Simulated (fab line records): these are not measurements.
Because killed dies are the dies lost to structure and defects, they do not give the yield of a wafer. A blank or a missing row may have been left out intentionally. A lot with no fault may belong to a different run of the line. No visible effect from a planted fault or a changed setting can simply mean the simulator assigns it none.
fab line records	flow gf180mcu	part 2 of 2: steps 28 to 34 of 34
record lots=5	wafers=15	lastDay=34
route steps=602 shown M5@538 V5@540 TOP_METAL@567
lots that met no fault: taken from a fault-free run of the same line
startH: the number of hours between the record's first day and the start of the first shown wafer of the lot	waitH: hours since the lot's step before	" unchanged from the row above	L1.1+2: one row covering several wafers at once	- value missing, or start not given	* or withheld: withheld	< > ~ a bound
route shown NAME@n: NAME is a module with steps in the file, n the number in the route of the first one	usual: mean and standard deviation over wafers with no fault	same: alike in all rows	chamber/n: place in a boat	sites: each site's reading	_std_site: their standard deviation	_edge_site: inner sites' mean taken away from outer sites' mean	radiusMm: for every site, how far away it sits from the centre of the wafer	mask NAME#n: copy n	behind: the most recent tool/chamber to have shaped the wafer	hold: why the lot was held/for how many hours/how that ended	device: the n, p or np transistor that did not switch	end of line: at the end of the route, the tests of the same wafers	where a step has no rows: the recipe by itself	killed: not the wafer's yield, but the dies lost to structure and defects at the first sort	map: the dies of a wafer, with x for killed, . for not killed, _ for no die there
set.NAME: the setting that was run; set.NAME@STEP: the one run at that earlier step	model.NAME: the simulator's own value behind a step, which no gauge read
lots at some steps of the route; a table a step, a row a wafer
services: when a tool's chamber went out of use (startH, in hours from the record's first day, below 0 if earlier), for how many hours, and the reason
## steps
# step GF_V5_THK_MEAS_25
# recipe thkMeasGauge=xrf	reads=W_of_V5_CVD_23
# usual V5_W_THK=353/6.2
lot.wafer	tool	chamber	startH	waitH	V5_W_THK[nm]
L081.3	filmMetro-03	-	685.34	0.1	348
L081.4	"	-	"	"	344
L081.5	"	-	"	"	347
L084.3	filmMetro-02	-	703.74	0.1	357
L084.4	"	-	"	"	357
L084.6	"	-	"	"	355
L090.4	filmMetro-01	-	741.28	0.1	353
L090.5	"	-	"	"	351
L090.6	"	-	"	"	351
L095.2	filmMetro-02	-	771.25	0.1	355
L095.4	"	-	"	"	348
L095.5	"	-	"	"	352
L096.1	filmMetro-03	-	778.97	0.1	353
L096.4	"	-	"	"	356
L096.6	"	-	"	"	353
# step GF_V5_CMP_26
# recipe stopOn=SiO2	downForcePsi=3.5	platenRpm=60	tOverpolishS=15	targetThkNm=0	padVelocityMS=0.94248
# usual motorCurrentA=11.2/1.1	overpolishRunS=14.999/0.0085	platenRpm=60.00/0.035	slurryFlowMlMin=150.0/0.5	timeToEndpointS=84/4.7
lot.wafer	tool	chamber	startH	waitH	motorCurrentA	overpolishRunS	platenRpm	slurryFlowMlMin	timeToEndpointS
L081.4	cmp-02	2	685.43	0.1	10.8	15.005	60.04	149.7	87
L081.3	"	0	"	"	11.9	15.004	60.03	149.2	80
L081.5	"	2	"	"	10.5	15.006	60.04	150.0	87
L084.4	cmp-02	0	703.83	0.1	12.0	15.002	59.98	148.9	79
L084.3	"	1	"	"	13.0	15.010	60.01	150.0	87
L084.6	"	0	"	"	11.9	14.993	59.97	148.7	83
L090.4	cmp-01	1	741.31	0.0	10.5	14.983	60.01	149.8	82
L090.5	"	1	"	"	10.3	14.983	59.96	149.8	78
L090.6	"	2	"	"	10.6	15.011	60.08	150.9	83
L095.4	cmp-01	0	771.30	0.0	10.8	14.992	60.02	150.8	89
L095.2	"	2	"	"	9.6	14.993	60.00	150.4	82
L095.5	"	0	"	"	10.4	14.985	60.02	150.5	85
L096.4	cmp-02	2	779.08	0.1	10.9	14.990	59.99	150.4	84
L096.1	"	0	"	"	11.4	15.010	59.96	150.9	76
L096.6	"	2	"	"	10.5	14.999	60.06	149.7	87
# step GF_TOP_METAL_SPUTTER_00
# recipe material=Ti	targetThkNm=37.5	arrivingIonEnergyEv=80	substrateTempC=200	chamberPressurePa=2	powerW=4000	timeS=150
# usual cathodeDcPowerW=4000.0/0.66	throttleValvePct=30.4/1.1
lot.wafer	tool	chamber	startH	waitH	cathodeDcPowerW	throttleValvePct
L081.3	pvdSputter-02	-	685.68	0.1	4000.6	29.9
L081.4	"	-	"	"	3999.9	29.8
L081.5	"	-	"	"	4000.9	30.1
L084.3	pvdSputter-03	-	704.08	0.1	3998.3	29.9
L084.4	"	-	"	"	3999.6	28.6
L084.6	"	-	"	"	3998.8	29.5
L090.4	pvdSputter-02	-	741.66	0.3	4000.0	31.0
L090.5	"	-	"	"	3999.3	31.0
L090.6	"	-	"	"	4000.6	30.3
L095.2	pvdSputter-04	-	771.60	0.1	3998.7	30.6
L095.4	"	-	"	"	4000.5	32.7
L095.5	"	-	"	"	3999.5	28.9
L096.1	pvdSputter-03	-	779.33	0.1	4000.5	31.1
L096.4	"	-	"	"	4001.0	29.9
L096.6	"	-	"	"	4001.1	28.7
# step GF_TOP_METAL_SPUTTER_01
# recipe material=TiN	targetThkNm=30	powerW=6500	timeS=25	chamberPressurePa=0.4
# usual cathodeDcPowerW=6500.0/1.2	throttleValvePct=30.4/1.1
lot.wafer	tool	chamber	startH	waitH	cathodeDcPowerW	throttleValvePct
L081.3	pvdSputter-02	-	685.78	0.1	6499.0	30.1
L081.4	"	-	"	"	6500.6	30.0
L081.5	"	-	"	"	6498.7	30.2
L084.3	pvdSputter-03	-	704.18	0.1	6498.8	29.4
L084.4	"	-	"	"	6498.6	28.3
L084.6	"	-	"	"	6500.3	29.5
L090.4	pvdSputter-02	-	741.72	0.0	6500.5	30.9
L090.5	"	-	"	"	6502.0	31.2
L090.6	"	-	"	"	6501.9	30.2
L095.2	pvdSputter-04	-	771.70	0.1	6499.5	30.7
L095.4	"	-	"	"	6499.3	32.5
L095.5	"	-	"	"	6499.3	28.7
L096.1	pvdSputter-03	-	779.43	0.1	6501.1	31.5
L096.4	"	-	"	"	6499.8	29.9
L096.6	"	-	"	"	6497.9	28.8
# step GF_TOP_METAL_SPUTTER_02
# recipe material=AlCu	targetThkNm=900	powerW=10600	chamberPressurePa=0.3	substrateTempC=250	gas=Ar	timeS=47.82
# usual cathodeDcPowerW=10600/1.9	throttleValvePct=30.4/1.1
lot.wafer	tool	chamber	startH	waitH	cathodeDcPowerW	throttleValvePct
L081.3	pvdSputter-02	-	685.81	0.0	10602	29.8
L081.4	"	-	"	"	10604	30.2
L081.5	"	-	"	"	10602	30.2
L084.3	pvdSputter-03	-	704.21	0.0	10599	29.8
L084.4	"	-	"	"	10601	28.3
L084.6	"	-	"	"	10601	29.9
L090.4	pvdSputter-02	-	741.76	0.0	10603	31.2
L090.5	"	-	"	"	10600	31.2
L090.6	"	-	"	"	10597	30.1
L095.2	pvdSputter-04	-	771.73	0.0	10601	30.6
L095.4	"	-	"	"	10602	32.7
L095.5	"	-	"	"	10600	28.9
L096.1	pvdSputter-03	-	779.46	0.0	10598	31.4
L096.4	"	-	"	"	10600	29.8
L096.6	"	-	"	"	10600	28.7
# step GF_TOP_METAL_SPUTTER_03
# recipe material=Ti	targetThkNm=5	substrateTempC=300	chamberPressurePa=0.3	powerW=3000	timeS=3.3
# usual cathodeDcPowerW=3000.0/0.54	throttleValvePct=30.4/1.1
lot.wafer	tool	chamber	startH	waitH	cathodeDcPowerW	throttleValvePct
L081.3	pvdSputter-02	-	685.85	0.0	2999.8	30.0
L081.4	"	-	"	"	3000.0	30.3
L081.5	"	-	"	"	3000.6	30.0
L084.3	pvdSputter-03	-	704.26	0.0	3001.5	29.6
L084.4	"	-	"	"	2999.4	28.5
L084.6	"	-	"	"	3000.4	29.5
L090.4	pvdSputter-02	-	741.79	0.0	3000.0	31.1
L090.5	"	-	"	"	2999.8	31.4
L090.6	"	-	"	"	2999.3	29.9
L095.2	pvdSputter-04	-	771.77	0.0	3000.9	30.5
L095.4	"	-	"	"	2999.3	32.5
L095.5	"	-	"	"	3000.5	28.8
L096.1	pvdSputter-03	-	779.51	0.0	3000.5	31.5
L096.4	"	-	"	"	3000.5	29.5
L096.6	"	-	"	"	3000.4	28.7
# step GF_TOP_METAL_SPUTTER_04
# recipe material=TiN	targetThkNm=25	powerW=6500	timeS=20.8	chamberPressurePa=0.4
# usual cathodeDcPowerW=6499.9/1.2	throttleValvePct=30.4/1.1
lot.wafer	tool	chamber	startH	waitH	cathodeDcPowerW	throttleValvePct
L081.3	pvdSputter-02	-	685.87	0.0	6499.0	30.0
L081.4	"	-	"	"	6499.6	30.1
L081.5	"	-	"	"	6502.2	30.0
L084.3	pvdSputter-03	-	704.28	0.0	6498.7	29.8
L084.4	"	-	"	"	6499.6	28.4
L084.6	"	-	"	"	6500.1	29.7
L090.4	pvdSputter-02	-	741.81	0.0	6499.7	30.9
L090.5	"	-	"	"	6499.9	31.2
L090.6	"	-	"	"	6498.8	29.9
L095.2	pvdSputter-04	-	771.79	0.0	6501.0	30.5
L095.4	"	-	"	"	6498.9	32.6
L095.5	"	-	"	"	6497.8	28.8
L096.1	pvdSputter-03	-	779.52	0.0	6501.1	31.2
L096.4	"	-	"	"	6500.8	29.8
L096.6	"	-	"	"	6498.0	28.4
## services
tool	chamber	startH	hours	kind
wetBench-04	-	640.33	1.0	repair
pecvd-02	-	640.91	6.0	pm
plasmaAsher-02	-	647.90	0.4	repair
rieDiel-03	1	655.16	5.5	repair
pvdSputter-04	-	668.96	2.1	repair
rieDiel-02	-	685.70	0.9	repair
rieDiel-04	0	695.15	5.7	repair
plasmaAsher-04	-	703.34	1.6	repair
pecvd-02	2	707.39	9.6	repair
krfScanner-02	-	708.53	2.6	repair
plasmaAsher-04	-	708.68	5.8	repair
rieDiel-02	2	712.63	11.9	repair
cmp-02	-	720.74	0.9	repair
krfScanner-02	-	733.66	1.0	pm
plasmaAsher-04	-	734.36	1.5	repair
rieDiel-02	2	743.50	23.0	repair
cmp-01	-	744.23	4.0	pm
rieDiel-04	0	748.03	8.0	repair
krfScanner-02	-	749.11	0.3	repair
pvdSputter-01	-	757.54	1.7	repair
krfScanner-02	-	758.88	1.3	repair
krfScanner-02	-	766.33	0.8	pm
pvdSputter-03	-	766.48	8.7	repair
pvdSputter-02	-	769.98	6.4	repair
